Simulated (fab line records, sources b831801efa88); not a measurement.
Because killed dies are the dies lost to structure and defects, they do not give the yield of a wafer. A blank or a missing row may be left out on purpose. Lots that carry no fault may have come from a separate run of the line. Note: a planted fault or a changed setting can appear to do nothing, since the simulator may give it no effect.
Split-lot study + flow sky130 + 23 wafers read across 5 lots, on a route 708 steps long

THE SPLIT ITSELF
At SKY_CAPM_SPUTTER_02 (material TiN, target thk 200 nm, time 166.7 s), the setting time s was moved away from the recipe's 166.7 s on 9 of the 23 wafers read, by -14.5% to +8.8%. The other wafers ran this setting at the recipe's value.

BETWEEN THE SPLIT AND THE READING: the file shows 1 step in between
- SKY_CAPM_RS_MEAS_03: measures by four-point-probe

THE READING
CAPM_TIN_THK, in nm, at SKY_CAPM_THK_MEAS_04 (measures by xrf). Fault-free wafers of this fab line usually give 199.8 nm, standard deviation 2 nm.

| wafer  | tool, chamber at the split | time s as run, s | against the recipe | CAPM_TIN_THK, nm | against lot-mates on the recipe |
|--------|----------------------------|------------------|--------------------|------------------|---------------------------------|
| L079.1 | pvd sputter-02, -          | 166.7            | recipe             | 196.9            | -                               |
| L079.2 | pvd sputter-02, -          | 157.7            | -5.4%              | 189.7            | -7.8                            |
| L079.3 | pvd sputter-02, -          | 166.7            | recipe             | 195.2            | -                               |
| L079.4 | pvd sputter-02, -          | 166.7            | recipe             | 200.3            | -                               |
| L079.6 | pvd sputter-02, -          | 157.7            | -5.4%              | 187.8            | -9.7                            |
| L077.1 | pvd sputter-02, -          | 166.7            | recipe             | 203.9            | -                               |
| L077.2 | pvd sputter-02, -          | 166.7            | recipe             | 198.9            | -                               |
| L077.3 | pvd sputter-02, -          | 166.7            | recipe             | 200.7            | -                               |
| L077.5 | pvd sputter-02, -          | 181.4            | +8.8%              | 216.8            | +15.6                           |
| L077.6 | pvd sputter-02, -          | 181.4            | +8.8%              | 220.7            | +19.5                           |
| L080.1 | pvd sputter-03, -          | 166.7            | recipe             | 198.9            | -                               |
| L080.2 | pvd sputter-03, -          | 166.7            | recipe             | 197.6            | -                               |
| L080.4 | pvd sputter-03, -          | 142.5            | -14.5%             | 170.0            | -28.2                           |
| L080.5 | pvd sputter-03, -          | 142.5            | -14.5%             | 167.8            | -30.4                           |
| L080.6 | pvd sputter-03, -          | 142.5            | -14.5%             | 169.8            | -28.4                           |
| L084.1 | pvd sputter-01, -          | 145.9            | -12.5%             | 173.8            | -26.2                           |
| L084.3 | pvd sputter-01, -          | 166.7            | recipe             | 200.6            | -                               |
| L084.4 | pvd sputter-01, -          | 166.7            | recipe             | 198.8            | -                               |
| L084.5 | pvd sputter-01, -          | 166.7            | recipe             | 200.5            | -                               |
| L084.6 | pvd sputter-01, -          | 145.9            | -12.5%             | 172.6            | -27.4                           |
| L085.3 | pvd sputter-02, -          | 166.7            | recipe             | 199.3            | -                               |
| L085.4 | pvd sputter-02, -          | 166.7            | recipe             | 202.5            | -                               |
| L085.5 | pvd sputter-02, -          | 166.7            | recipe             | 199.7            | -                               |

FIT RESULTS
A straight line over all 23 wafers: CAPM_TIN_THK changes by +2.11 nm for each +1% of time s; r = +0.99; the points scatter about the line by 1.9 nm.
The same after taking each lot's own level away (the mean of its wafers on the recipe; 23 wafers): +2.02 nm for each +1%; r = +0.99; scatter 1.7 nm.
On that fit, the largest move of time s shifts the reading by 29 nm.
From 197.47 to 201.17 nm: that is the span of the lots' own levels, equal to 1.8 times the standard deviation above.
The two slopes agree, so the slope changes little with the lot-to-lot level.
Check: with one of the wafers moved furthest among these (-14.5%) left out of the fit, the line predicts -29.5 nm for it against its lot-mates. It came out at -28.2 nm against them.

THE OTHER SPLITS THESE WAFERS WENT THROUGH
These wafers also went through other splits before the reading. Each is held against what the fit with the lots' levels taken away leaves over:
| other split on the same wafers            | wafers away from the commonest value | r with CAPM_TIN_THK (lot level and that fit taken away) |
|-------------------------------------------|--------------------------------------|---------------------------------------------------------|
| SKY_METAL1_SPUTTER_02 chamber pressure pa | 18                                   | +0.07                                                   |
| SKY_METAL1_DEVELOP_14 develop time s      | 10                                   | +0.17                                                   |
| SKY_METAL2_SPUTTER_00 power w             | 9                                    | -0.37                                                   |
| SKY_METAL2_DEVELOP_14 dev temp c          | 7                                    | +0.20                                                   |
| SKY_VIA2_HDPCVD_00 time s                 | 8                                    | +0.08                                                   |
| SKY_VIA2_CVD_21 temp c                    | 11                                   | +0.03                                                   |
| SKY_METAL3_SPUTTER_00 power w             | 9                                    | -0.03                                                   |

THE WHOLE CHAIN: every reading that the file lists as answering this split, in the file's order
| step                 | what it does                                  | reading                                                                        | change (the file's fit)              | r (the file's) |
|----------------------|-----------------------------------------------|--------------------------------------------------------------------------------|--------------------------------------|----------------|
| SKY_CAPM_SPUTTER_02  | material TiN, target thk 200 nm, time 166.7 s | TiN_of_CAPM_SPUTTER_02.thk nm (the simulator's own value, which no gauge read) | +2.01 nm for each +1% of the setting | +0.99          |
| SKY_CAPM_RS_MEAS_03  | measures by four-point-probe                  | CAPM_TIN_RS                                                                    | -0.0811 for each +1% of the setting  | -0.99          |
| SKY_CAPM_THK_MEAS_04 | measures by xrf                               | CAPM_TIN_THK                                                                   | +2.02 for each +1% of the setting    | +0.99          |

THE FILE'S OWN FIT
CAPM_TIN_THK changes by +2.02 nm for each +1% of time s, r = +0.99.
